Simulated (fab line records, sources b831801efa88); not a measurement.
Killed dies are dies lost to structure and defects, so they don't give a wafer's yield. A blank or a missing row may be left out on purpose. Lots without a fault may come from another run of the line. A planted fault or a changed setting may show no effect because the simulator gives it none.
Tool commonality check | flow sky130 | 14 lots, 41 wafers sampled

WHY IT WAS OPENED
At SKY_SD_N_RS_MEAS_16 the reading SD_N_RS is flagged on 2 of 14 lots. Wafers without a fault read 68.49 ohm/sq, standard deviation 0.13.
Rule: a lot is flagged when every wafer of it that has a number lies more than 4 standard deviations from that mean, or none has a number. The other lots count as sound.

lot  | measured     | on            | SD_N_RS (ohm/sq), wafer by wafer | flag
L158 | day 27 22:17 | film_metro-03 | 68.46 68.56 68.65                |
L160 | day 28 18:27 | film_metro-04 | 68.46 68.56 68.46                |
L161 | day 29 06:39 | film_metro-04 | 72.33 72.29 72.30                | FLAGGED
L164 | day 30 00:48 | film_metro-02 | 72.17 72.10 72.19                | FLAGGED
L169 | day 32 12:47 | film_metro-03 | 68.62 68.36                      |
L171 | day 32 20:02 | film_metro-04 | 68.64 68.55 68.49                |
L173 | day 33 02:07 | film_metro-04 | 68.50 68.59 68.64                |
L175 | day 33 19:47 | film_metro-04 | 68.77 68.59 68.70                |
L174 | day 33 21:00 | film_metro-02 | 68.47 68.42 68.48                |
L176 | day 34 01:47 | film_metro-02 | 68.34 68.41 68.30                |
L177 | day 34 08:01 | film_metro-03 | 68.48 68.62 68.58                |
L178 | day 34 13:22 | film_metro-03 | 68.49 68.45 68.57                |
L179 | day 34 17:44 | film_metro-03 | 68.55 68.74 68.67                |
L180 | day 35 06:55 | film_metro-04 | 68.57 68.52 68.61                |
The numbers of the flagged lots are 72.23 ohm/sq on average: +3.74 ohm/sq against the usual, or +29 standard deviations.

WHICH TOOL RAN EACH LOT
The record holds 1 process step before the reading, out of a route of 708 steps. In each cell: the tool, then ch and the chambers that the sampled wafers went through, then the start.
lot  | flag    | SKY_SD_N_RTA_14
L158 |         | rtp_anneal-01 ch 0, day 27 22:07
L160 |         | rtp_anneal-01 ch 0, day 28 18:16
L161 | FLAGGED | rtp_anneal-02 ch 0, day 29 06:28
L164 | FLAGGED | rtp_anneal-02 ch 0, day 30 00:37
L169 |         | rtp_anneal-02 ch 0, day 32 12:35
L171 |         | rtp_anneal-02 ch 0, day 32 19:52
L173 |         | rtp_anneal-02 ch 0, day 33 01:55
L175 |         | rtp_anneal-01 ch 0, day 33 19:37
L174 |         | rtp_anneal-02 ch 0, day 33 20:49
L176 |         | rtp_anneal-01 ch 0, day 34 01:35
L177 |         | rtp_anneal-02 ch 0, day 34 07:50
L178 |         | rtp_anneal-01 ch 0, day 34 13:12
L179 |         | rtp_anneal-02 ch 0, day 34 17:32
L180 |         | rtp_anneal-01 ch 0, day 35 06:44
What these steps do:
- SKY_SD_N_RTA_14: time 2 s.
- SKY_SD_N_RS_MEAS_16: measures by four-point-probe.

FLAGGED OVER TOTAL, TOOL BY TOOL (the gauges that took the reading come last)
step                | tool          | lots run | flagged | share of the flagged lots | sound lots run after its first flagged lot
SKY_SD_N_RTA_14     | rtp_anneal-01 | 6        | 0       | none                      | -
SKY_SD_N_RTA_14     | rtp_anneal-02 | 8        | 2       | all                       | 6 (L169,L171,L173,L174,L177,L179)
SKY_SD_N_RS_MEAS_16 | film_metro-02 | 3        | 1       | some                      | 2 (L174,L176)
SKY_SD_N_RS_MEAS_16 | film_metro-03 | 5        | 0       | none                      | -
SKY_SD_N_RS_MEAS_16 | film_metro-04 | 6        | 1       | some                      | 4 (L171,L173,L175,L180)

WHAT THE TABLE ALLOWS
1 row of the table ran every flagged lot: rtp_anneal-02 at SKY_SD_N_RTA_14.
- rtp_anneal-02 at SKY_SD_N_RTA_14: 2 of its 8 lots flagged. Sound lots ran on it after the first flagged one (L169, L171, L173, L174, L177, L179), which a lasting fault on the whole tool wouldn't allow. Its own readings lie more than 4 standard deviations out on every wafer of the flagged lots: lamp_power_pct, wafer_temp_C_max.
No row of the table ran every flagged lot and no sound lot after the first.

WHAT THE SIMULATOR HAD PUT IN
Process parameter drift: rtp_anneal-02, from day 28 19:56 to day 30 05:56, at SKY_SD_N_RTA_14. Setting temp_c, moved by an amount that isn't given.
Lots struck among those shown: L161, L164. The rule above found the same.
